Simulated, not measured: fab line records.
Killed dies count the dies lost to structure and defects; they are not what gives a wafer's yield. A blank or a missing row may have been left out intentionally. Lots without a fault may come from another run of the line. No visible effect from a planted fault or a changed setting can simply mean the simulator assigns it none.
What tool caused it? || flow sky130 || Sampling: 10 lots, 30 wafers, 3 of 708 route steps

WHAT THE GAUGES READ, wafer by wafer
SKY_VIA1_RS_MEAS_22: measurement is done with a four-point probe.
{"lot": "L393", "measured": "day 34 08:14", "on": "film-metro-04", "VIA1_W_RS (ohm/sq)": "0.415 0.425 0.414"}
{"lot": "L395", "measured": "day 35 02:43", "on": "film-metro-02", "VIA1_W_RS (ohm/sq)": "0.412 0.426 0.409"}
{"lot": "L396", "measured": "day 35 09:13", "on": "film-metro-01", "VIA1_W_RS (ohm/sq)": "0.421 0.408 0.405"}
{"lot": "L397", "measured": "day 35 19:38", "on": "film-metro-04", "VIA1_W_RS (ohm/sq)": "0.408 0.407 0.430"}
{"lot": "L400", "measured": "day 36 17:18", "on": "film-metro-02", "VIA1_W_RS (ohm/sq)": "0.424 0.420 0.419"}
{"lot": "L406", "measured": "day 38 15:26", "on": "film-metro-01", "VIA1_W_RS (ohm/sq)": "0.485 0.472 0.474"}
{"lot": "L407", "measured": "day 39 02:59", "on": "film-metro-01", "VIA1_W_RS (ohm/sq)": "0.428 0.426 0.423"}
{"lot": "L408", "measured": "day 39 09:31", "on": "film-metro-04", "VIA1_W_RS (ohm/sq)": "0.493 0.484 0.483"}
{"lot": "L411", "measured": "day 39 23:34", "on": "film-metro-01", "VIA1_W_RS (ohm/sq)": "0.420 0.431 0.430"}
{"lot": "L412", "measured": "day 40 04:02", "on": "film-metro-02", "VIA1_W_RS (ohm/sq)": "0.423 0.433 0.431"}

WHICH TOOL RAN EACH LOT (tool, then ch and the chambers of the sampled wafers, then the start)
{"lot": "L393", "SKY_METAL1_SPUTTER_01": "pvd-sputter-04, day 32 00:04", "SKY_VIA1_CVD_21": "cvd-w-02 ch 0,1, day 34 08:07"}
{"lot": "L395", "SKY_METAL1_SPUTTER_01": "pvd-sputter-03, day 32 18:01", "SKY_VIA1_CVD_21": "cvd-w-02 ch 0,1, day 35 02:37"}
{"lot": "L396", "SKY_METAL1_SPUTTER_01": "pvd-sputter-04, day 33 01:29", "SKY_VIA1_CVD_21": "cvd-w-02 ch 0,1, day 35 09:07"}
{"lot": "L397", "SKY_METAL1_SPUTTER_01": "pvd-sputter-02, day 33 11:45", "SKY_VIA1_CVD_21": "cvd-w-02 ch 0,1, day 35 19:33"}
{"lot": "L400", "SKY_METAL1_SPUTTER_01": "pvd-sputter-03, day 34 10:14", "SKY_VIA1_CVD_21": "cvd-w-01 ch 0,1, day 36 17:13"}
{"lot": "L406", "SKY_METAL1_SPUTTER_01": "pvd-sputter-04, day 36 09:52", "SKY_VIA1_CVD_21": "cvd-w-02 ch 0,1, day 38 15:20"}
{"lot": "L407", "SKY_METAL1_SPUTTER_01": "pvd-sputter-04, day 36 20:53", "SKY_VIA1_CVD_21": "cvd-w-01 ch 0, day 39 02:52"}
{"lot": "L408", "SKY_METAL1_SPUTTER_01": "pvd-sputter-02, day 37 04:38", "SKY_VIA1_CVD_21": "cvd-w-02 ch 0,1, day 39 09:25"}
{"lot": "L411", "SKY_METAL1_SPUTTER_01": "pvd-sputter-04, day 37 18:56", "SKY_VIA1_CVD_21": "cvd-w-01 ch 0,1, day 39 23:28"}
{"lot": "L412", "SKY_METAL1_SPUTTER_01": "pvd-sputter-03, day 37 23:29", "SKY_VIA1_CVD_21": "cvd-w-01 ch 0,1, day 40 03:57"}
- SKY_METAL1_SPUTTER_01: material TiN, target thk 20 nm, time 16.7 s.
- SKY_VIA1_CVD_21: deposits W, target thk 270 nm, time 80.902 s.

THE ANSWER, worked out from the rows above alone
Rule: what is usual is taken from the lots themselves. Put in order of their means at a reading, lots are off if they are a third of the lots or fewer, leave a main group of 4 or more, and stand apart from it by a gap of 3 or more times the standard deviation of the main group's means; of several such gaps the widest counts. A main group whose means are all the same, to the digits that the tables above print for the reading, isn't used. A lot without any number at a reading at which 4 lots or more have one is off too. All remaining lots with rows at the step are treated as sound.
Off: at SKY_VIA1_RS_MEAS_22 (VIA1_W_RS), L406, L408. Main group: mean 0.420 ohm/sq, sd 0.006.
If a tool, at a process step before that reading, ran all the lots that are off and no sound lot after the first of them, it fits. Gauges at SKY_VIA1_RS_MEAS_22: tried the same way as those tools. One candidate fits, namely cvd-w-02 at SKY_VIA1_CVD_21. Its last sound lot is L397 (day 35 19:33), its first lot that is off L406 (day 38 15:20): a fault that began between those two fits.

WHAT THE SIMULATOR HAD INSERTED
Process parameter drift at SKY_VIA1_CVD_21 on cvd-w-02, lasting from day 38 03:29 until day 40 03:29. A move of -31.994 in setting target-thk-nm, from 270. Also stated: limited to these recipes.
Lots struck among those shown: L406, L408. The same result came from the rule above.
